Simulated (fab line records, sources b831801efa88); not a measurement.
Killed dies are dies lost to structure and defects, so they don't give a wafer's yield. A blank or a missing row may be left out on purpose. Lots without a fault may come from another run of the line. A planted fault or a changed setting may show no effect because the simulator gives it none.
Chamber matching | flow gf180mcu | GF_V5_CMP_04 on cmp-02: 4 sister chambers
The step polishes SiO2. 4 wafers are shown with their chamber, then 7 later ones without.

WAFERS WITH THEIR CHAMBER
wafer  | chamber | motor_current_A (A)
L339.3 | 3       | 12.6
L340.3 | 0       | 12.1
L342.1 | 2       | 11.1
L342.5 | 1       | 13.0

WAFERS WITHOUT THEIR CHAMBER
wafer  | motor_current_A (A)
L342.6 | 10.5
L345.2 | 12.3
L345.4 | 13.3
L345.6 | 12.5
L348.2 | 12.2
L348.3 | 12.2
L348.6 | 12.9

WHICH CHAMBER EACH WENT THROUGH
wafer  | from the rows above          | in truth
L342.6 | 2                            | 2
L345.2 | can't be placed: 0 or 3 or 1 | 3
L345.4 | can't be placed: 1 or 3      | 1
L345.6 | can't be placed: 3 or 0 or 1 | 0
L348.2 | can't be placed: 0 or 3      | 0
L348.3 | can't be placed: 0 or 3      | 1
L348.6 | can't be placed: 1 or 3      | 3
Placed correctly: 1 of 7. Can't be placed from these rows: 6 (the true chamber is among the candidates in 5). Placed wrongly: 0.
How it was worked out, from the rows above alone: a wafer's distance from a chamber is the root of the sum, over the readings, of the square of ((its reading less the chamber's mean) divided by the reading's scatter). The wafer belongs to the nearest chamber; if the next one is less than 2 further off, it can't be placed. A chamber's mean is the mean of its shown wafers. The scatter: with one shown wafer a chamber, the root of the mean of the squares of how far each hidden wafer lies from its nearest shown one.
